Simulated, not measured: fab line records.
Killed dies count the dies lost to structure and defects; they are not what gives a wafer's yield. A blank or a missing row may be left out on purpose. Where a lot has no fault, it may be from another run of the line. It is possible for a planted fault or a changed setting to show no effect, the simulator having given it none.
Which tool was responsible? ; flow gf180mcu ; Sampling: 24 lots, 72 wafers, 6 of 602 route steps

WHAT THE GAUGES READ, wafer by wafer
GF_VT_IMPLANT_RS_MEAS_47: the measuring method here is four-point-probe. Usual: NWELL_RS typically reads 487.1 ohm/sq, with standard deviation 1.2.
lot;measured;on;NWELL_RS (ohm/sq);flag
L074;day 7 14:01;film_metro-03;487.1 486.0 485.1;
L075;day 7 19:20;film_metro-04;489.0 488.4 489.8;
L076;day 7 23:37;film_metro-04;488.0 489.2 489.2;
L077;day 8 08:56;film_metro-03;486.4 487.9 485.2;
L078;day 8 14:16;film_metro-03;487.1 486.3 488.4;
L079;day 8 17:19;film_metro-01;487.7 488.7 488.7;
L080;day 9 05:36;film_metro-01;486.4 488.1 486.2;
L081;day 9 10:17;film_metro-01;487.4 487.9 488.3;
L082;day 9 18:27;film_metro-01;485.5 488.2 487.2;
L083;day 10 02:57;film_metro-01;484.4 486.1 484.5;
L084;day 10 16:46;film_metro-01;485.9 485.7 484.0;
L085;day 11 04:13;film_metro-03;486.0 488.0 486.9;
L086;day 11 07:19;film_metro-03;487.1 487.1 486.9;
L087;day 11 09:54;film_metro-01;487.5 487.1 487.7;
L088;day 11 11:20;film_metro-03;486.3 487.9 488.1;
L089;day 11 21:49;film_metro-03;487.2 487.2 486.6;
L090;day 11 23:24;film_metro-01;489.4 486.7 489.1;
L091;day 12 09:20;film_metro-04;487.4 486.8 484.7;
L092;day 12 11:56;film_metro-03;488.2 489.2 488.1;
L093;day 12 20:03;film_metro-03;485.9 486.7 486.8;
L094;day 13 02:22;film_metro-01;486.0 486.5 486.6;
L095;day 13 10:27;film_metro-04;486.7 487.8 486.5;
L096;day 13 14:49;film_metro-03;486.6 487.8 487.6;
L097;day 13 21:25;film_metro-01;486.6 485.7 486.7;

GF_HV_LDD_CD_MEAS_31: the cd target is 400 nm. Usual: 400.9 nm for cd_nm, sd 2.2.
lot;measured;on;cd_nm (nm);flag
L074;day 11 12:29;cd_sem-01;401.2 401.1 400.8;
L075;day 11 18:54;cd_sem-01;401.4 401.5 401.3;
L076;day 11 22:11;cd_sem-01;398.8 399.9 397.0;
L077;day 12 08:58;cd_sem-01;403.8 405.8 404.2;
L078;day 12 14:08;cd_sem-01;398.8 400.1 400.4;
L079;day 12 19:30;cd_sem-01;398.9 399.4 398.4;
L080;day 13 07:50;cd_sem-02;397.2 396.7 397.5;
L081;day 14 04:47;cd_sem-02;399.2 400.2 399.5;
L082;day 14 05:05;cd_sem-02;400.3 402.0 402.2;
L083;day 14 15:44;cd_sem-02;401.8 399.5 400.7;
L084;day 15 12:15;cd_sem-01;400.6 402.2 402.9;
L085;day 15 23:03;cd_sem-01;397.6 400.0 396.2;
L086;day 16 05:45;cd_sem-01;399.7 399.0 398.4;
L087;day 16 08:29;cd_sem-01;400.9 401.0 402.9;
L088;day 16 10:59;cd_sem-02;402.9 403.5 401.4;
L089;day 16 19:09;cd_sem-01;398.9 400.1 398.9;
L090;day 16 17:50;cd_sem-02;400.7 400.4 402.1;
L091;day 17 02:51;cd_sem-01;405.9 402.9 406.3;
L092;day 17 06:25;cd_sem-01;402.3 398.8 401.4;
L093;day 17 16:50;cd_sem-02;402.2 401.3 404.0;
L094;day 17 22:55;cd_sem-01;401.2 400.9 400.4;
L095;day 18 08:02;cd_sem-02;404.9 404.6 401.5;
L096;day 18 14:14;cd_sem-01;398.8 399.2 399.3;
L097;day 18 22:52;cd_sem-01;402.8 404.4 402.3;

GF_HV_LDD_OVL_MEAS_32. Usual: HV_LDD_02_OVL typically reads 0.7 nm, with standard deviation 1.5.
lot;measured;on;HV_LDD_02_OVL (nm);flag
L074;day 11 12:34;overlay-01;1.4 1.8 2.2;
L075;day 11 19:01;overlay-01;2.8 3.6 4.0;
L076;day 11 22:17;overlay-02;0.5 -0.1 -1.1;
L077;day 12 09:05;overlay-01;-0.2 -1.1 0.0;
L078;day 12 14:13;overlay-01;-0.9 -0.2 1.8;
L079;day 12 19:37;overlay-02;0.0 -1.0 0.4;
L080;day 13 07:57;overlay-01;3.6 2.5 2.7;
L081;day 14 04:54;overlay-01;1.7 2.9 1.5;
L082;day 14 05:12;overlay-02;-1.0 0.1 0.1;
L083;day 14 15:51;overlay-02;0.0 1.1 0.6;
L084;day 15 12:21;overlay-01;0.7 0.3 -1.0;
L085;day 15 23:09;overlay-01;0.0 -0.8 0.9;
L086;day 16 05:51;overlay-02;0.5 0.6 0.6;
L087;day 16 08:36;overlay-01;-0.4 0.4 0.2;
L088;day 16 11:06;overlay-02;2.0 0.1 2.7;
L089;day 16 19:15;overlay-02;-0.4 0.4 -1.1;
L090;day 16 17:57;overlay-02;2.2 0.8 2.0;
L091;day 17 02:57;overlay-02;-0.5 -0.8 -1.8;
L092;day 17 06:32;overlay-02;-0.7 -1.2 -2.7;
L093;day 17 16:57;overlay-01;2.5 2.5 3.3;
L094;day 17 23:02;overlay-02;-0.5 -0.9 -2.2;
L095;day 18 08:09;overlay-01;1.9 2.7 1.9;
L096;day 18 14:21;overlay-01;-0.1 0.8 1.3;
L097;day 18 22:58;overlay-02;1.5 0.1 1.4;

GF_PSD_OVL_MEAS_08. Usual: PSD_OVL typically reads 1.1 nm, with standard deviation 1.6.
lot;measured;on;PSD_OVL (nm);flag
L074;day 14 00:36;overlay-01;0.3 0.8 1.2;
L075;day 14 08:33;overlay-02;2.2 2.0 1.2;
L076;day 14 14:50;overlay-01;0.9 0.2 0.5;
L077;day 15 01:35;overlay-01;3.6 2.7 2.0;
L078;day 15 07:24;overlay-01;1.4 1.4 2.1;
L079;day 15 13:50;overlay-02;0.6 1.0 1.3;
L080;day 16 02:59;overlay-02;0.2 2.0 -1.2;
L081;day 17 01:20;overlay-02;-1.9 -1.2 -1.0;
L082;day 17 02:17;overlay-02;0.3 -1.1 0.2;
L083;day 17 14:59;overlay-02;-0.1 -0.9 -1.2;
L084;day 18 14:08;overlay-01;0.4 1.0 2.1;
L085;day 19 00:27;overlay-02;2.2 1.5 1.8;
L086;day 19 07:11;overlay-01;1.3 0.6 0.9;
L087;day 19 13:15;overlay-01;2.6 1.5 3.1;
L088;day 19 15:45;overlay-01;3.3 3.2 3.6;
L089;day 19 23:02;overlay-02;-0.9 -0.9 -1.0;
L090;day 19 19:51;overlay-01;3.6 4.4 4.6;
L091;day 20 06:29;overlay-01;1.5 0.6 0.4;
L092;day 20 20:24;overlay-01;0.8 -1.3 1.4;
L093;day 20 20:35;overlay-02;0.3 0.4 -0.3;
L094;day 21 03:11;overlay-01;2.8 2.1 2.4;
L095;day 21 12:27;overlay-02;-1.8 -1.3 -0.6;
L096;day 21 19:09;overlay-01;-0.4 0.8 1.6;
L097;day 22 04:05;overlay-01;2.6 2.6 2.9;

GF_MIM_THK_MEAS_11: measures by xrf. Usual: MIM_ALCU_THK typically reads 201.1 nm, with standard deviation 2.9.
lot;measured;on;MIM_ALCU_THK (nm);flag
L074;day 24 05:30;film_metro-03;205.9 198.7 200.7;
L075;day 24 13:25;film_metro-02;201.2 204.2 199.7;
L076;day 24 21:41;film_metro-03;196.1 201.9 195.0;
L077;day 25 09:03;film_metro-02;200.7 208.5 204.5;
L078;day 25 11:18;film_metro-03;198.1 200.3 200.2;
L079;day 25 22:05;film_metro-04;200.5 204.5 199.0;
L080;day 26 09:03;film_metro-02;201.9 205.8 204.7;
L081;day 27 06:08;film_metro-02;201.7 198.3 204.0;
L082;day 27 08:02;film_metro-03;203.4 202.8 202.4;
L083;day 27 18:15;film_metro-03;200.0 198.4 204.6;
L084;day 28 13:47;film_metro-03;199.0 204.0 199.7;
L085;day 28 21:36;film_metro-02;201.8 202.1 204.4;
L086;day 29 08:46;film_metro-04;201.1 200.5 205.3;
L087;day 29 07:59;film_metro-03;196.9 201.1 204.4;
L088;day 29 11:02;film_metro-03;203.5 200.4 203.7;
L089;day 29 14:58;film_metro-04;205.1 204.9 202.4;
L090;day 29 13:34;film_metro-02;197.4 200.3 196.6;
L091;day 29 22:09;film_metro-03;200.3 201.8 204.1;
L092;day 30 08:21;film_metro-04;205.3 202.1 206.6;
L093;day 30 09:19;film_metro-03;197.3 199.3 202.2;
L094;day 30 13:14;film_metro-04;203.4 199.9 199.1;
L095;day 30 21:53;film_metro-03;197.9 199.5 198.5;
L096;day 31 02:14;film_metro-03;200.0 196.2 197.8;
L097;day 31 07:55;film_metro-02;203.6 203.4 200.7;

EACH LOT AND THE TOOL THAT RAN IT (in order: tool; ch and the chambers of the sampled wafers; start)
lot;GF_V4_SPUTTER_21
L074;pvd_sputter-04, day 24 04:14
L075;pvd_sputter-04, day 24 12:11
L076;pvd_sputter-04, day 24 20:26
L077;pvd_sputter-04, day 25 07:32
L078;pvd_sputter-01, day 25 10:02
L079;pvd_sputter-04, day 25 20:51
L080;pvd_sputter-02, day 26 07:50
L081;pvd_sputter-04, day 27 04:54
L082;pvd_sputter-02, day 27 06:49
L083;pvd_sputter-01, day 27 17:02
L084;pvd_sputter-02, day 28 12:32
L085;pvd_sputter-02, day 28 20:14
L086;pvd_sputter-02, day 29 07:32
L087;pvd_sputter-04, day 29 06:46
L088;pvd_sputter-01, day 29 09:42
L089;pvd_sputter-02, day 29 13:44
L090;pvd_sputter-02, day 29 12:21
L091;pvd_sputter-01, day 29 20:55
L092;pvd_sputter-02, day 30 07:04
L093;pvd_sputter-01, day 30 08:02
L094;pvd_sputter-04, day 30 12:00
L095;pvd_sputter-04, day 30 20:39
L096;pvd_sputter-01, day 31 00:53
L097;pvd_sputter-01, day 31 06:41
- GF_V4_SPUTTER_21: material Ti, target thk 15 nm, time 80.02 s.

AS READ BY THE TOOLS THEMSELVES (means over the sampled wafers that have a number; for cases with no such wafer, the mark the record gives instead)
GF_V4_SPUTTER_21. Usual: 29.6 % for throttle_valve_pct, sd 0.91.
lot;tool;throttle_valve_pct (%);flag
L074;pvd_sputter-04;29.9;
L075;pvd_sputter-04;29.6;
L076;pvd_sputter-04;29.7;
L077;pvd_sputter-04;29.7;
L078;pvd_sputter-01;29.6;
L079;pvd_sputter-04;29.8;
L080;pvd_sputter-02;29.3;
L081;pvd_sputter-04;29.9;
L082;pvd_sputter-02;30.1;
L083;pvd_sputter-01;29.5;
L084;pvd_sputter-02;28.8;
L085;pvd_sputter-02;30.9;
L086;pvd_sputter-02;29.9;
L087;pvd_sputter-04;29.9;
L088;pvd_sputter-01;29.5;
L089;pvd_sputter-02;29.5;
L090;pvd_sputter-02;29.8;
L091;pvd_sputter-01;28.6;
L092;pvd_sputter-02;30.3;
L093;pvd_sputter-01;28.7;
L094;pvd_sputter-04;29.7;
L095;pvd_sputter-04;29.8;
L096;pvd_sputter-01;29.9;
L097;pvd_sputter-01;29.1;

THE ANSWER, worked out from the rows above alone
Rule: a lot counts as off when the mean over its wafers that have a number is more than 3 standard deviations away from the usual mean. Also off: a lot with no number at a reading for which 4 or more lots have one. Where the step has rows for the other lots, those lots are counted as sound. Order of review: gauges by route order, followed by the tools' own readings, for which a lot's mean as printed above is used. The first step at which some lot is off is used, and at that step the reading that is off furthest; a lot without a number counts as furthest.
No lot is off on any of the readings shown, so nothing can be concluded from this.

WHAT WAS PUT IN BY THE SIMULATOR
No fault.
